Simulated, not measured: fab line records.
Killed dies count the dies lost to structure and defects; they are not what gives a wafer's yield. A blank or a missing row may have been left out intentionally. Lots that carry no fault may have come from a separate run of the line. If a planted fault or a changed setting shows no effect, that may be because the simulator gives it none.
A lot that was struck, set against a sound lot    flow gf180mcu    14 out of 602 route steps
Sound: wafers L225.2, L225.4, L225.5. Wafers L222.3, L222.5, L222.6 were the ones struck. Last of all comes the cause.
For every step that has rows: the tool of each side, followed by ch and its chambers, followed by its first start. Under that, the readings that differ: sound wafers    struck wafers    difference of the means    sigmas: that difference in standard deviations of wafers without a fault.
alike: words and numbers the same on both sides, and readings whose means are apart by under 2 such deviations; not compared: readings that were withheld, readings missing a value for some wafer, numbers with overlapping values and no deviation given by the record, and bounds like >300 which may hide the same value.
Wherever a step has rows on one side only, a row that says differs or no value, or a row with sigmas, the two part there. Non-overlapping numbers with no deviation appear without sigmas and do not part them. A reading that every wafer of one side lacks parts them only if that side has two wafers or more.

GF_V1_CD_MEAS_14: target cd 260 nm.
  struck on cd_sem-02, day 24 14:08; sound on cd_sem-01, day 26 00:12
  alike: cd_nm
GF_V1_OVL_MEAS_15:
  struck on overlay-01, day 24 14:13; sound on overlay-02, day 26 00:18
  alike: V1_OVL
GF_V1_ETCH_16: etches BARC in N2/H2.
  sound on rie_diel-03 ch 0,1,2, day 26 00:20; struck on rie_diel-02 ch 0,1,2, day 24 14:14
  alike: drypump_motor_current_A, oes_product_au, throttle_valve_pct
GF_V1_ETCH_17: etches SiO2 in C4F8/O2/Ar, stops on TiN, target depth 630 nm.
  sound on rie_diel-03 ch 0,1,2; struck on rie_diel-02 ch 0,1,2
  alike: oes_product_au
GF_V1_STRIP_18: strips in O2/N2.
  sound on plasma_asher-03 ch 0,1, day 26 00:28; struck on plasma_asher-03 ch 0,1, day 24 14:24
  alike: drypump_motor_current_A, heater_power_w, oes_product_au
  not compared: rf_hours_counter_h
then, 3 steps without rows for these wafers: GF_V1_STRIP_19 (strips in post etch residue remover, time 1200 s); GF_V1_CLEAN_20 (cleans in DIW); GF_V1_SPUTTER_21 (material Ti, target thk 15 nm, time 80.02 s).
GF_V1_SPUTTER_22: material TiN, target thk 10 nm, time 40 s.
  struck on pvd_sputter-03, day 24 15:00; sound on pvd_sputter-03, day 26 01:05
  alike: throttle_valve_pct
GF_V1_CVD_23: deposits W, target thk 350 nm, time 105.05 s.
  sound on cvd_w-01 ch 0,1, day 26 01:08; struck on cvd_w-01 ch 0,1, day 24 15:05
  alike: heater_power_w, susceptor_temp_C
GF_V1_RS_MEAS_24: measurement is done with a four-point probe.
  struck on film_metro-03, day 24 15:12; sound on film_metro-03, day 26 01:16
  alike: V1_W_RS
GF_V1_THK_MEAS_25: measures by xrf.
  struck on film_metro-03, day 24 15:18; sound on film_metro-03, day 26 01:22
  alike: V1_W_THK
GF_V1_CMP_26: polishes, stops on SiO2, t overpolish 15 s, target thk 0 nm.
  sound on cmp-02 ch 0,2,3, day 26 01:28; struck on cmp-01 ch 0,1,3, day 24 15:29
  no value came back on the struck wafers for any of 5 readings (edge_zone_pressure_frac, head_pressure_psi (psi) and others); on the sound wafers edge_zone_pressure_frac reads 1.000 1.006 1.008
reading                              sound              struck             difference  sigmas
model.W_of_V1_CVD_23.thk_nm (nm)     0 0 0              344.4 342.9 349.5  +345.6      
model.SiO2_of_V1_CVD_02.thk_nm (nm)  629.4 628.1 628.8  632.6 632.4 631.9  +3.5        
-- the record jumps here: 9 days lie between the struck wafers' starts before and after (it left off in module V1 and takes up again in module PASSIVATION, whose first step shown is number 602 of the route) --
GF_PASSIVATION_PROBE_99:
  record: rows for the struck wafers here (prober-01, day 34 02:31), none for the sound ones

== WHERE THEY PART ==
First at GF_V1_CMP_26; last, within this record, at GF_PASSIVATION_PROBE_99.

WHY: what the simulator had put in
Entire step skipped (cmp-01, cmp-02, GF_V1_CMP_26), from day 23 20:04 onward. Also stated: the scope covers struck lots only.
